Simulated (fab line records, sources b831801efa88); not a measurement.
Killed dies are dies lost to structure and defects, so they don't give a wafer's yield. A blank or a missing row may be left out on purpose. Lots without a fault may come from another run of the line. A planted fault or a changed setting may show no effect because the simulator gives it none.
fab line records | flow sky130
record lots=7 wafers=21 last_day=50
route steps=708 shown POLY_GATE@227 LDD_N@237 LDD_P@255 LDD_HVN@267 LDD_HVP@288 LDD_LDN@302 SD_P@331 RES_XHIGH@341
lots that met no fault: from a run of the same line without faults
start_h: hours from the record's first day to the start of the lot's first wafer shown | wait_h: hours since the lot's step before | " the same as in the row above | L1.1+2: a row that stands for several wafers | - no value, or no start given | * or withheld: withheld | < > ~ a bound
route shown NAME@n: a module of which the file shows steps, and the number in the route of the first | usual: mean/standard deviation of fault-free wafers | same: alike in all rows | chamber/n: place in a boat | sites: the reading at each site | _std_site: their standard deviation | _edge_site: outer sites' mean less inner sites' | radius_mm: how far each site lies from the wafer's centre | mask NAME#n: copy n | behind: the tool/chamber that last shaped the wafer | hold: why the lot was held/for how many hours/how that ended | device: the transistor (n, p or np) that didn't switch | end of line: the same wafers' tests at the end of the route | a step without rows: its recipe alone | killed: dies lost to structure and defects at the first sort, not the wafer's yield | map: a wafer's dies, x killed, . not, _ none there
set.NAME: the setting as run; set.NAME@STEP: as run at that earlier step | model.NAME: the simulator's own value behind a step, which no gauge read
lots at some steps of the route; a table a step, a row a wafer
services: from which hour (start_h, from the record's first day; less than 0 if before it) a tool's chamber was out of use, for how many hours, and why
## steps
# step SKY_POLY_GATE_CD_MEAS_13
# recipe target_cd_nm=150
# usual cd_nm=149.8/1.5
# columns lot.wafer tool chamber start_h wait_h cd_nm
L163.2 cd_sem-01 - 420.92 - 152.3
L163.3 " - " " 150.6
L163.6 " - " " 152.0
L164.3 cd_sem-01 - 427.29 - 150.0
L164.5 " - " " 150.7
L164.6 " - " " 149.6
L170.1 cd_sem-01 - 466.99 - 148.5
L170.2 " - " " 148.5
L170.4 " - " " 150.4
L175.1 cd_sem-02 - 501.35 - 149.3
L175.4 " - " " 148.0
L175.5 " - " " 147.5
L182.1 cd_sem-02 - 561.10 - 150.3
L182.2 " - " " 150.5
L182.3 " - " " 151.2
L183.2 cd_sem-01 - 570.47 - 152.8
L183.5 " - " " 151.1
L183.6 " - " " 151.2
L184.1 cd_sem-01 - 574.15 - 148.8
L184.4 " - " " 146.7
L184.5 " - " " 146.8
# step SKY_POLY_GATE_OVL_MEAS_14
# usual POLY_GATE_OVL=-2/4.8
# columns lot.wafer tool chamber start_h wait_h POLY_GATE_OVL[nm]
L163.2 overlay-02 - 421.03 0.1 -6
L163.3 " - " " -2
L163.6 " - " " -1
L164.3 overlay-02 - 427.38 0.1 -10
L164.5 " - " " -6
L164.6 " - " " -4
L170.1 overlay-02 - 467.11 0.1 -2
L170.2 " - " " -6
L170.4 " - " " -6
L175.1 overlay-02 - 501.47 0.1 -2
L175.4 " - " " 10
L175.5 " - " " -5
L182.1 overlay-01 - 561.22 0.1 -11
L182.2 " - " " 0
L182.3 " - " " -5
L183.2 overlay-02 - 570.58 0.1 3
L183.5 " - " " -2
L183.6 " - " " 3
L184.1 overlay-02 - 574.27 0.1 -2
L184.4 " - " " -7
L184.5 " - " " -5
# step SKY_POLY_GATE_ETCH_15
# recipe chemistry=N2/H2 target=BARC ion_energy_ev=200 source_w=500 bias_w=100 pressure_mtorr=30 n2_flow_sccm=100 h2_flow_sccm=200 stop_on=SiO2 time_s=118.5 target_depth_a=1100
# usual bias_w=100.0/0.32 drypump_motor_current_A=5.9/0.4 oes_product_au=0.716/0.0048 throttle_valve_pct=13.212/0.0086
# columns lot.wafer tool chamber start_h wait_h bias_w drypump_motor_current_A oes_product_au rf_hours_counter_h throttle_valve_pct
L163.2 rie_diel-01 0 421.06 0.0 99.6 6.2 0.712 55 13.201
L163.3 " 3 " " 100.0 5.1 0.718 2 13.226
L163.6 " 2 " " 99.8 5.7 0.718 - 13.199
L164.3 rie_diel-03 2 427.40 0.0 100.3 6.5 0.717 47 13.213
L164.5 " 0 " " 100.1 6.1 0.708 - 13.220
L164.6 " 3 " " 99.7 6.4 0.715 - 13.213
L170.1 rie_diel-04 1 467.15 0.0 99.6 5.4 0.716 10 13.208
L170.2 " 2 " " 100.0 6.2 0.719 44 13.211
L170.4 " 3 " " 100.1 6.0 0.718 46 13.201
L175.1 rie_diel-01 0 501.50 0.0 100.1 6.2 0.725 57 13.215
L175.4 " 3 " " 99.7 5.1 0.721 4 13.214
L175.5 " 2 " " 99.9 5.7 0.717 - 13.210
L182.1 rie_diel-03 3 561.26 0.0 99.7 6.4 0.721 3 13.215
L182.2 " 1 " " 99.8 5.9 0.713 15 13.221
L182.3 " 2 " " 99.8 6.5 0.710 49 13.211
L183.2 rie_diel-01 1 570.61 0.0 99.8 6.0 0.709 18 13.215
L183.5 " 3 " " 99.7 5.1 0.712 - 13.206
L183.6 " 2 " " 99.9 5.8 0.720 - 13.216
L184.1 rie_diel-03 0 574.31 0.0 100.1 6.2 0.715 8 13.222
L184.4 " 1 " " 99.8 5.9 0.715 16 13.208
L184.5 " 0 " " 100.1 6.1 0.707 - 13.225
# step SKY_POLY_GATE_ETCH_16
# recipe stop_on=poly-Si chemistry=CH3F/O2 target=Si3N4 source_w=400 bias_w=80 pressure_mtorr=25 ch3f_flow_sccm=40 O2_flow_sccm=30 time_s=147.5 target_depth_a=750
# usual bias_w=79.97/0.25 drypump_motor_current_A=5.9/0.4 oes_product_au=0.640/0.0055 throttle_valve_pct=10.536/0.0093
# columns lot.wafer tool chamber start_h wait_h bias_w drypump_motor_current_A oes_product_au rf_hours_counter_h throttle_valve_pct
L163.2 rie_diel-01 0 421.14 0.0 79.94 6.2 0.646 55 10.529
L163.3 " 3 " " 80.29 5.1 0.632 2 10.528
L163.6 " 2 " " 80.16 5.7 0.635 - 10.544
L164.3 rie_diel-03 2 427.49 0.0 80.10 6.4 0.638 47 10.523
L164.5 " 0 " " 79.72 6.1 0.641 - 10.542
L164.6 " 3 " " 79.73 6.4 0.642 - 10.531
L170.1 rie_diel-04 1 467.23 0.0 80.35 5.4 0.640 10 10.538
L170.2 " 2 " " 79.94 6.2 0.640 44 10.544
L170.4 " 3 " " 79.58 6.0 0.644 46 10.534
L175.1 rie_diel-01 0 501.59 0.0 80.15 6.2 0.639 57 10.528
L175.4 " 3 " " 80.24 5.0 0.644 4 10.550
L175.5 " 2 " " 80.12 5.7 0.646 - 10.534
L182.1 rie_diel-03 3 561.34 0.0 80.12 6.3 0.627 3 10.537
L182.2 " 1 " " 79.54 5.9 0.637 16 10.547
L182.3 " 2 " " 79.90 6.4 0.640 49 10.534
L183.2 rie_diel-01 1 570.69 0.0 80.33 6.1 0.637 18 10.537
L183.5 " 3 " " 80.45 5.1 0.643 - 10.526
L183.6 " 2 " " 79.92 5.7 0.641 - 10.550
L184.1 rie_diel-03 0 574.39 0.0 79.78 6.1 0.638 8 10.548
L184.4 " 1 " " 79.75 5.9 0.643 16 10.545
L184.5 " 0 " " 80.09 6.1 0.640 - 10.536
# step SKY_POLY_GATE_ETCH_17
# recipe target_depth_nm=180 stop_on=SiO2 over_etch_frac=0.56667 chemistry=HBr/Cl2 target=poly-Si icp_w=400 bias_w=100 pressure_mtorr=10 HBr_flow_sccm=150 Cl2_flow_sccm=50 time_s=70.5
# usual bias_w=100.0/0.31 drypump_motor_current_A=5.7/0.47 oes_product_au=0.986/0.0071 throttle_valve_pct=33.685/0.0093
# columns lot.wafer tool chamber start_h wait_h bias_w drypump_motor_current_A oes_product_au rf_hours_counter_h throttle_valve_pct
L163.2 rie_si-01 0 421.24 0.0 99.7 5.0 0.984 3 33.673
L163.3 " 3 " " 100.3 6.4 0.983 0 33.681
L163.6 " 2 " " 100.1 5.9 0.988 - 33.694
L164.3 rie_si-02 1 427.58 0.0 99.6 5.0 0.985 2 33.689
L164.5 " 2 " " 100.1 5.5 0.995 - 33.683
L164.6 " 3 " " 100.2 5.7 0.981 - 33.681
L170.1 rie_si-02 2 467.33 0.0 99.8 5.5 0.982 18 33.671
L170.2 " 0 " " 100.4 6.3 0.980 2 33.687
L170.4 " 3 " " 100.2 5.7 0.992 - 33.690
L175.1 rie_si-01 3 501.68 0.0 99.6 6.4 0.974 1 33.689
L175.4 " 1 " " 100.5 5.6 0.989 4 33.682
L175.5 " 2 " " 99.9 5.9 0.983 - 33.698
L182.1 rie_si-02 2 561.44 0.0 99.6 5.5 0.977 19 33.701
L182.2 " 3 " " 100.3 5.7 0.993 1 33.678
L182.3 " 1 " " 100.4 5.0 0.973 3 33.684
L183.2 rie_si-01 0 570.79 0.0 99.7 5.0 0.997 4 33.680
L183.5 " 3 " " 100.3 6.3 0.972 - 33.685
L183.6 " 0 " " 99.4 5.0 0.998 - 33.665
L184.1 rie_si-01 3 574.49 0.0 99.9 6.4 0.971 1 33.677
L184.4 " 1 " " 100.1 5.5 0.995 4 33.693
L184.5 " 2 " " 99.9 6.0 0.995 - 33.674
# step SKY_POLY_GATE_STRIP_18
# recipe chemistry=O2/N2 power_w=1400 pressure_mtorr=1500 platen_temp_c=withheld o2_flow_sccm=3000 n2_flow_sccm=300 overash_fraction=0.5
# usual drypump_motor_current_A=6.0/0.42 oes_product_au=0.360/0.0048 strip_time_to_endpoint_s=3.16/0.038
# columns lot.wafer tool chamber start_h wait_h drypump_motor_current_A oes_product_au rf_hours_counter_h strip_time_to_endpoint_s
L163.2 plasma_asher-02 1 421.30 0.0 6.0 0.365 29 3.17
L163.3 " 1 " " 6.0 0.360 - 3.17
L163.6 " 1 " " 6.0 0.360 - 3.18
L164.3 plasma_asher-04 1 427.67 0.1 6.8 0.364 - 3.14
L164.5 " 0 " " 6.2 0.360 - 3.12
L164.6 " 1 " " 6.8 0.355 - 3.13
L170.1 plasma_asher-02 0 467.39 0.0 5.4 0.356 34 3.20
L170.2 " 1 " " 6.0 0.357 34 3.19
L170.4 " 0 " " 5.4 0.362 - 3.21
L175.1 plasma_asher-02 0 501.74 0.0 5.5 0.363 38 3.22
L175.4 " 0 " " 5.4 0.360 - 3.16
L175.5 " 0 " " 5.4 0.361 - 3.19
L182.1 plasma_asher-02 0 561.49 0.0 5.4 0.358 44 3.17
L182.2 " 1 " " 6.0 0.355 44 3.07
L182.3 " 0 " " 5.5 0.354 - 3.21
L183.2 plasma_asher-04 0 570.84 0.0 6.3 0.354 86 3.13
L183.5 " 1 " " 6.8 0.364 - 3.17
L183.6 " 0 " " 6.3 0.356 - 3.09
L184.1 plasma_asher-02 1 574.54 0.0 6.0 0.355 45 3.18
L184.4 " 1 " " 6.0 0.362 - 3.07
L184.5 " 0 " " 5.4 0.367 - 3.12
# step SKY_POLY_GATE_CLEAN_19
# recipe chemistry=SC1/SC2 mix=1:4:20 temp_c=70 time_s=150 dry=n2_spin
# step SKY_POLY_GATE_OXIDATION_20
# recipe temp_c=850 ambient=O2 stabilise_s=600 purge_s=300 target_thk_a=40 ox_time_s=899
# step SKY_POLY_GATE_THK_MEAS_21
# recipe reads=SiO2_of_POLY_GATE_OXIDATION_20
# usual POLY_GATE_OXIDATION_THK=3.97/0.091
# columns lot.wafer tool chamber start_h wait_h POLY_GATE_OXIDATION_THK[nm]
L163.2 film_metro-01 - 423.11 0.0 4.05
L163.3 " - " " 4.00
L163.6 " - " " 4.15
L164.3 film_metro-04 - 429.06 0.0 4.02
L164.5 " - " " 4.02
L164.6 " - " " 4.08
L170.1 film_metro-02 - 468.79 0.0 4.13
L170.2 " - " " 4.06
L170.4 " - " " 4.05
L175.1 film_metro-04 - 503.14 0.0 3.96
L175.4 " - " " 4.02
L175.5 " - " " 3.93
L182.1 film_metro-01 - 564.86 0.0 3.93
L182.2 " - " " 3.98
L182.3 " - " " 3.95
L183.2 film_metro-04 - 572.25 0.0 3.88
L183.5 " - " " 3.90
L183.6 " - " " 3.97
L184.1 film_metro-02 - 577.03 0.0 3.99
L184.4 " - " " 4.08
L184.5 " - " " 4.02
# step SKY_POLY_GATE_CD_MEAS_22
# usual cd_nm=150.4/2.1
# columns lot.wafer tool chamber start_h wait_h cd_nm
L163.2 cd_sem-02 - 423.18 0.1 148.9
L163.3 " - " " 152.9
L163.6 " - " " 152.3
L164.3 cd_sem-01 - 429.16 0.1 154.0
L164.5 " - " " 149.6
L164.6 " - " " 149.1
L170.1 cd_sem-01 - 468.85 0.1 148.2
L170.2 " - " " 148.7
L170.4 " - " " 153.3
L175.1 cd_sem-02 - 503.20 0.1 148.9
L175.4 " - " " 148.7
L175.5 " - " " 150.7
L182.1 cd_sem-02 - 564.92 0.1 148.9
L182.2 " - " " 150.6
L182.3 " - " " 151.2
L183.2 cd_sem-01 - 572.33 0.1 151.2
L183.5 " - " " 154.5
L183.6 " - " " 154.9
L184.1 cd_sem-02 - 577.09 0.1 151.7
L184.4 " - " " 145.7
L184.5 " - " " 147.7
# step SKY_LDD_N_DEHYDRATE_00
# recipe temp_c=200 time_s=60
# step SKY_LDD_N_HMDS_01
# recipe prime_time_s=60 prime_temp_c=120
# step SKY_LDD_N_COAT_02
# recipe resist=NOVOLAK spin_rpm=3000 resist_thk_nm=300
# usual chill_plate_temp_C=23.03/0.11 dispense_pressure_kPa=50.6/2
# columns lot.wafer tool chamber start_h wait_h chill_plate_temp_C dispense_pressure_kPa
L163.2 litho_track-04 0 438.11 0.1 23.13 50.9
L163.3 " 0 " " 23.09 50.9
L163.6 " 0 " " 22.93 50.9
L164.3 litho_track-04 0 443.89 0.1 22.84 50.9
L164.5 " 0 " " 22.91 50.9
L164.6 " 0 " " 22.97 50.9
L170.1 litho_track-04 0 483.99 0.1 22.90 50.9
L170.2 " 0 " " 22.81 50.9
L170.4 " 0 " " 22.97 50.9
L175.1 litho_track-03 0 518.85 0.1 22.93 52.8
L175.4 " 0 " " 23.06 52.8
L175.5 " 0 " " 22.98 52.8
L182.1 litho_track-03 - 579.40 0.1 - -
L182.2 " - " " - -
L182.3 " - " " - -
L183.2 litho_track-04 - 586.11 0.1 - -
L183.5 " - " " - -
L183.6 " - " " - -
L184.1 litho_track-02 - 591.19 0.1 - -
L184.4 " - " " - -
L184.5 " - " " - -
# step SKY_LDD_N_SOFTBAKE_03
# recipe temp_c=90 time_s=60 resist=NOVOLAK
# step SKY_LDD_N_EXPOSE_04
# recipe mask_id=NTM target_cd_nm=840 na=0.6 source_shape=conventional sigma_outer=0.6 dose_mj=110
# step SKY_LDD_N_PEB_05
# recipe temp_c=withheld time_s=* resist=NOVOLAK
# step SKY_LDD_N_DEVELOP_06
# recipe develop_time_s=60 dev_temp_c=23.55
# step SKY_LDD_N_OVL_MEAS_07
# usual LDD_N_OVL=1.7/1.3
# columns lot.wafer tool chamber start_h wait_h LDD_N_OVL[nm]
L163.2 overlay-01 - 453.20 0.1 2.1
L163.3 " - " " -0.2
L163.6 " - " " 2.6
L164.3 overlay-01 - 459.85 0.1 3.0
L164.5 " - " " 1.0
L164.6 " - " " 2.0
L170.1 overlay-01 - 499.14 0.1 2.4
L170.2 " - " " 0.3
L170.4 " - " " 2.4
L175.1 overlay-02 - 534.24 0.1 0.1
L175.4 " - " " 0.3
L175.5 " - " " -0.3
L182.1 overlay-01 - 593.84 0.1 -
L182.2 " - " " -
L182.3 " - " " -
L183.2 overlay-02 - 600.60 0.1 -
L183.5 " - " " -
L183.6 " - " " -
L184.1 overlay-01 - 606.24 0.1 -
L184.4 " - " " -
L184.5 " - " " -
# step SKY_LDD_N_IMPLANT_08
# recipe species=As energy_kev=20 dose_cm2=7.5e+13 tilt_deg=withheld rotation_deg=23
# step SKY_LDD_N_IMPLANT_09
# recipe species=As energy_kev=20 dose_cm2=7.5e+13 tilt_deg=withheld rotation_deg=113
# step SKY_LDD_N_IMPLANT_10
# recipe species=As energy_kev=20 dose_cm2=7.5e+13 tilt_deg=withheld rotation_deg=203
# step SKY_LDD_N_IMPLANT_11
# recipe species=As energy_kev=20 dose_cm2=7.5e+13 tilt_deg=withheld rotation_deg=293
# step SKY_LDD_N_IMPLANT_12
# recipe species=BF2 energy_kev=50 dose_cm2=5e+12 tilt_deg=30 rotation_deg=0
# step SKY_LDD_N_IMPLANT_13
# recipe species=BF2 energy_kev=50 dose_cm2=5e+12 tilt_deg=30 rotation_deg=90
# step SKY_LDD_N_IMPLANT_14
# recipe species=BF2 energy_kev=50 dose_cm2=5e+12 tilt_deg=30 rotation_deg=180
# step SKY_LDD_N_IMPLANT_15
# recipe species=BF2 energy_kev=50 dose_cm2=5e+12 tilt_deg=30 rotation_deg=270
# step SKY_LDD_N_STRIP_16
# recipe chemistry=O2/N2 power_w=1400 pressure_mtorr=1500 platen_temp_c=withheld o2_flow_sccm=3000 n2_flow_sccm=300 overash_fraction=0.5
# usual drypump_motor_current_A=5.8/0.32 oes_product_au=0.407/0.0044 strip_time_to_endpoint_s=4.322/0.016
# columns lot.wafer tool chamber start_h wait_h drypump_motor_current_A oes_product_au rf_hours_counter_h strip_time_to_endpoint_s
L163.2 plasma_asher-01 0 454.43 0.1 5.7 0.407 2 4.339
L163.3 " 0 " " 5.7 0.408 - 4.336
L163.6 " 0 " " 5.7 0.417 - 4.352
L164.3 plasma_asher-02 0 461.11 0.1 5.4 0.408 - 4.310
L164.5 " 0 " " 5.4 0.405 - 4.299
L164.6 " 1 " " 6.1 0.402 - 4.290
L170.1 plasma_asher-02 0 500.38 0.1 5.4 0.398 38 4.327
L170.2 " 1 " " 6.1 0.410 38 4.318
L170.4 " 0 " " 5.4 0.406 - 4.304
L175.1 plasma_asher-01 0 535.48 0.1 5.7 0.408 10 4.304
L175.4 " 1 " " 6.3 0.408 - 4.304
L175.5 " 1 " " 6.2 0.411 - 4.339
L182.1 plasma_asher-02 0 595.08 0.1 5.4 - 47 -
L182.2 " 1 " " 6.0 - 47 -
L182.3 " 1 " " 6.1 - - -
L183.2 plasma_asher-02 1 601.83 0.1 6.0 - 48 -
L183.5 " 0 " " 5.4 - - -
L183.6 " 1 " " 6.0 - - -
L184.1 plasma_asher-03 1 607.48 0.1 5.6 - 78 -
L184.4 " 0 " " 5.4 - - -
L184.5 " 1 " " 5.6 - - -
# step SKY_LDD_N_TW_MEAS_17
# usual LDD_N_TW=2562/19
# columns lot.wafer tool chamber start_h wait_h LDD_N_TW
L163.2 film_metro-01 - 454.54 0.1 2594
L163.3 " - " " 2589
L163.6 " - " " 2598
L164.3 film_metro-03 - 461.20 0.1 2564
L164.5 " - " " 2564
L164.6 " - " " 2574
L170.1 film_metro-04 - 500.48 0.1 2563
L170.2 " - " " 2546
L170.4 " - " " 2564
L175.1 film_metro-03 - 535.58 0.1 2576
L175.4 " - " " 2575
L175.5 " - " " 2584
L182.1 film_metro-03 - 595.18 0.1 2574
L182.2 " - " " 2578
L182.3 " - " " 2583
L183.2 film_metro-01 - 601.94 0.1 2585
L183.5 " - " " 2591
L183.6 " - " " 2566
L184.1 film_metro-03 - 607.58 0.1 2564
L184.4 " - " " 2578
L184.5 " - " " 2584
# step SKY_LDD_P_DEHYDRATE_00
# recipe temp_c=200 time_s=60
# step SKY_LDD_P_HMDS_01
# recipe prime_time_s=60 prime_temp_c=120
# step SKY_LDD_P_COAT_02
# recipe resist=NOVOLAK spin_rpm=3000 resist_thk_nm=1152
# step SKY_LDD_P_SOFTBAKE_03
# recipe temp_c=90 time_s=60 resist=NOVOLAK
# step SKY_LDD_P_EXPOSE_04
# recipe mask_id=PSDM na=0.6 source_shape=conventional sigma_outer=0.6 polarization=unpolarized target_cd_nm=380 dose_mj=138
# step SKY_LDD_P_PEB_05
# recipe temp_c=withheld time_s=* resist=NOVOLAK
# step SKY_LDD_P_DEVELOP_06
# recipe resist=NOVOLAK developer=TMAH develop_time_s=60 dev_temp_c=23
# step SKY_LDD_P_CD_MEAS_07
# recipe target_cd_nm=380
# usual cd_nm=380.5/2.4
# columns lot.wafer tool chamber start_h wait_h cd_nm
L163.2 cd_sem-01 - 484.72 0.1 385.4
L163.3 " - " " 382.9
L163.6 " - " " 383.4
L164.3 cd_sem-01 - 491.44 0.1 376.0
L164.5 " - " " 378.8
L164.6 " - " " 376.7
L170.1 cd_sem-01 - 531.14 0.1 381.1
L170.2 " - " " 381.4
L170.4 " - " " 381.3
L175.1 cd_sem-01 - 564.35 0.1 379.8
L175.4 " - " " 378.7
L175.5 " - " " 380.3
L182.1 cd_sem-01 - 624.40 0.1 382.3
L182.2 " - " " 383.7
L182.3 " - " " 379.1
L183.2 cd_sem-02 - 629.72 0.1 389.1
L183.5 " - " " 386.1
L183.6 " - " " 387.2
L184.1 cd_sem-02 - 635.45 0.1 378.1
L184.4 " - " " 380.4
L184.5 " - " " 383.9
# step SKY_LDD_P_OVL_MEAS_08
# usual LDD_P_OVL=-0.2/1.6
# columns lot.wafer tool chamber start_h wait_h LDD_P_OVL[nm]
L163.2 overlay-01 - 484.83 0.1 -1.9
L163.3 " - " " -1.4
L163.6 " - " " -1.5
L164.3 overlay-01 - 491.53 0.1 -0.4
L164.5 " - " " 0.3
L164.6 " - " " 1.3
L170.1 overlay-02 - 531.26 0.1 0.1
L170.2 " - " " 1.4
L170.4 " - " " 2.0
L175.1 overlay-02 - 564.47 0.1 0.7
L175.4 " - " " 0.1
L175.5 " - " " 0.9
L182.1 overlay-02 - 624.52 0.1 -2.1
L182.2 " - " " -3.3
L182.3 " - " " -0.7
L183.2 overlay-02 - 629.82 0.1 -0.4
L183.5 " - " " 1.6
L183.6 " - " " -1.1
L184.1 overlay-02 - 635.57 0.1 3.8
L184.4 " - " " 3.0
L184.5 " - " " 1.7
# step SKY_LDD_P_IMPLANT_09
# recipe species=BF2 energy_kev=25 dose_cm2=1e+13 tilt_deg=withheld
# step SKY_LDD_P_STRIP_10
# recipe chemistry=O2/N2 power_w=1400 pressure_mtorr=1500 platen_temp_c=withheld o2_flow_sccm=3000 n2_flow_sccm=300 overash_fraction=0.5
# step SKY_LDD_P_TW_MEAS_11
# usual LDD_P_TW=640/7.5
# columns lot.wafer tool chamber start_h wait_h LDD_P_TW
L163.2 film_metro-01 - 485.12 0.1 637
L163.3 " - " " 633
L163.6 " - " " 638
L164.3 film_metro-01 - 491.82 0.1 634
L164.5 " - " " 637
L164.6 " - " " 634
L170.1 film_metro-03 - 531.55 0.1 636
L170.2 " - " " 633
L170.4 " - " " 635
L175.1 film_metro-02 - 564.75 0.1 649
L175.4 " - " " 651
L175.5 " - " " 645
L182.1 film_metro-02 - 624.80 0.1 2625
L182.2 " - " " 2633
L182.3 " - " " 2617
L183.2 film_metro-02 - 630.11 0.1 2617
L183.5 " - " " 2616
L183.6 " - " " 2623
L184.1 film_metro-02 - 635.85 0.1 2616
L184.4 " - " " 2630
L184.5 " - " " 2622
# step SKY_LDD_HVN_DEHYDRATE_00
# recipe temp_c=200 time_s=60
# step SKY_LDD_HVN_HMDS_01
# recipe prime_time_s=60 prime_temp_c=120
# step SKY_LDD_HVN_TW_MEAS_10
# usual LDD_HVN_TW=1438/19
# columns lot.wafer tool chamber start_h wait_h LDD_HVN_TW
L163.2 film_metro-01 - 516.25 0.1 1428
L163.3 " - " " 1436
L163.6 " - " " 1431
L164.3 film_metro-04 - 522.65 0.1 1418
L164.5 " - " " 1416
L164.6 " - " " 1405
L170.1 film_metro-04 - 561.04 0.1 1413
L170.2 " - " " 1419
L170.4 " - " " 1427
L175.1 film_metro-02 - 593.98 0.1 1472
L175.4 " - " " 1475
L175.5 " - " " 1467
L182.1 film_metro-02 - 653.54 0.1 2728
L182.2 " - " " 2725
L182.3 " - " " 2723
L183.2 film_metro-01 - 658.05 0.1 2687
L183.5 " - " " 2682
L183.6 " - " " 2679
L184.1 film_metro-02 - 663.98 0.1 2732
L184.4 " - " " 2728
L184.5 " - " " 2719
# step SKY_LDD_HVP_TW_MEAS_10
# usual LDD_HVP_TW=458/6.7
# columns lot.wafer tool chamber start_h wait_h LDD_HVP_TW
L163.2 film_metro-03 - 546.74 0.1 454
L163.3 " - " " 454
L163.6 " - " " 454
L164.3 film_metro-02 - 553.35 0.1 467
L164.5 " - " " 468
L164.6 " - " " 467
L170.1 film_metro-04 - 589.68 0.1 447
L170.2 " - " " 451
L170.4 " - " " 451
L175.1 film_metro-03 - 623.18 0.1 454
L175.4 " - " " 451
L175.5 " - " " 454
L182.1 film_metro-02 - 681.58 0.1 2649
L182.2 " - " " 2646
L182.3 " - " " 2656
L183.2 film_metro-04 - 685.99 0.1 2564
L183.5 " - " " 2569
L183.6 " - " " 2548
L184.1 film_metro-03 - 692.03 0.1 2583
L184.4 " - " " 2565
L184.5 " - " " 2583
# step SKY_LDD_LDN_TW_MEAS_13
# usual LDD_LDN_TW=1468/11
# columns lot.wafer tool chamber start_h wait_h LDD_LDN_TW
L163.2 film_metro-01 - 576.34 0.1 1464
L163.3 " - " " 1470
L163.6 " - " " 1479
L164.3 film_metro-03 - 583.40 0.1 1476
L164.5 " - " " 1478
L164.6 " - " " 1476
L170.1 film_metro-04 - 619.13 0.1 1455
L170.2 " - " " 1455
L170.4 " - " " 1455
L175.1 film_metro-01 - 651.58 0.1 1467
L175.4 " - " " 1469
L175.5 " - " " 1472
L182.1 film_metro-03 - 710.63 0.1 2628
L182.2 " - " " 2643
L182.3 " - " " 2641
L183.2 film_metro-03 - 715.29 0.1 2645
L183.5 " - " " 2647
L183.6 " - " " 2648
L184.1 film_metro-01 - 720.98 0.1 2634
L184.4 " - " " 2623
L184.5 " - " " 2628
# step SKY_SD_P_TW_MEAS_11
# usual SD_P_TW=2838/36
# columns lot.wafer tool chamber start_h wait_h SD_P_TW
L163.2 film_metro-02 - 638.21 0.1 2874
L163.3 " - " " 2861
L163.6 " - " " 2854
L164.3 film_metro-04 - 641.82 0.1 2792
L164.5 " - " " 2774
L164.6 " - " " 2776
L170.1 film_metro-01 - 678.55 0.1 2813
L170.2 " - " " 2811
L170.4 " - " " 2811
L175.1 film_metro-04 - 710.35 0.1 2785
L175.4 " - " " 2794
L175.5 " - " " 2795
L182.1 film_metro-01 - 767.85 0.1 3022
L182.2 " - " " 3027
L182.3 " - " " 3006
L183.2 film_metro-02 - 770.16 0.1 3090
L183.5 " - " " 3111
L183.6 " - " " 3082
L184.1 film_metro-01 - 778.90 0.1 3036
L184.4 " - " " 3034
L184.5 " - " " 3030
# step SKY_RES_XHIGH_TW_MEAS_09
# usual RES_XHIGH_TW=1629/25
# columns lot.wafer tool chamber start_h wait_h RES_XHIGH_TW
L163.2 film_metro-02 - 665.75 0.1 1645
L163.3 " - " " 1643
L163.6 " - " " 1649
L164.3 film_metro-01 - 669.81 0.1 1623
L164.5 " - " " 1621
L164.6 " - " " 1615
L170.1 film_metro-04 - 706.69 0.1 1601
L170.2 " - " " 1605
L170.4 " - " " 1594
L175.1 film_metro-02 - 737.80 0.1 1666
L175.4 " - " " 1653
L175.5 " - " " 1659
L182.1 film_metro-02 - 795.10 0.1 2716
L182.2 " - " " 2721
L182.3 " - " " 2734
L183.2 film_metro-04 - 796.91 0.1 2620
L183.5 " - " " 2623
L183.6 " - " " 2627
L184.1 film_metro-01 - 805.24 0.1 2667
L184.4 " - " " 2677
L184.5 " - " " 2681
## services
# columns tool chamber start_h hours kind
plasma_asher-01 - 421.25 9.0 pm
plasma_asher-03 - 448.55 0.5 repair
rie_si-01 2 461.61 - clean
rie_si-01 2 461.61 16.2 scheduled_down
rie_si-01 2 461.61 16.2 vent_cycle
rie_si-02 1 464.00 8.6 repair
rie_diel-03 2 469.46 8.2 repair
rie_si-02 - 477.89 0.4 repair
rie_si-02 - 484.24 2.8 pm
rie_diel-04 - 486.67 0.3 repair
rie_diel-04 3 491.79 17.2 repair
plasma_asher-04 - 493.65 2.4 repair
plasma_asher-01 - 502.89 5.2 repair
rie_diel-04 3 517.77 8.4 repair
rie_diel-01 0 519.07 9.4 repair
rie_diel-03 1 521.07 3.7 repair
rie_diel-03 3 522.74 6.1 repair
rie_diel-03 3 530.39 9.9 repair
rie_si-01 3 554.67 5.6 repair
rie_si-01 2 563.37 7.6 repair
rie_diel-03 1 564.81 4.0 repair
rie_si-02 - 571.19 15.6 pm
plasma_asher-01 - 574.63 5.2 repair
rie_diel-03 2 586.06 2.4 repair
## key
first_sign step=SKY_LDD_N_COAT_02 reading=tool_record direction=missing
effect step=SKY_LDD_N_OVL_MEAS_07 reading=LDD_N_OVL direction=missing
effect step=SKY_LDD_P_TW_MEAS_11 reading=LDD_P_TW direction=up sigmas=99+ usual=640 struck=2622
effect step=SKY_LDD_HVN_TW_MEAS_10 reading=LDD_HVN_TW direction=up sigmas=66 usual=1438 struck=2711
effect step=SKY_LDD_HVP_TW_MEAS_10 reading=LDD_HVP_TW direction=up sigmas=99+ usual=458 struck=2596
effect step=SKY_LDD_LDN_TW_MEAS_13 reading=LDD_LDN_TW direction=up sigmas=99+ usual=1468 struck=2637
effect step=SKY_SD_P_TW_MEAS_11 reading=SD_P_TW direction=up sigmas=5.9 usual=2838 struck=3049
effect step=SKY_RES_XHIGH_TW_MEAS_09 reading=RES_XHIGH_TW direction=up sigmas=42 usual=1629 struck=2674
met_at SKY_LDD_N_COAT_02
struck_wafers L182.1,L182.2,L182.3,L183.2,L183.5,L183.6,L184.1,L184.4,L184.5
rows_end L182.1,L182.3,L183.2,L183.6
sort_left_out L182.2,L183.5,L184.1,L184.4,L184.5
tester_left_out L182,L183,L184
onset_between 518.85 579.40
fault kind=skipped_step_whole tool=litho_track-02,litho_track-03,litho_track-04 chamber=- onset_h=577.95 steps=SKY_LDD_N_COAT_02 scope=struck_lots_only
# tester_left_out: of these lots the tester's yield and bins aren't shown, on N5 and GAA mostly nor the transistor test; their killed dies are dies lost to structure and defects alone, not to doping, threshold or leakage, so they don't give the yield
# sort_left_out: the simulated sort isn't trusted on such a fault, so these wafers' sort isn't shown, and their yield isn't known
# rows_end: these wafers met a further fault down the route, and their rows from its step on are left out
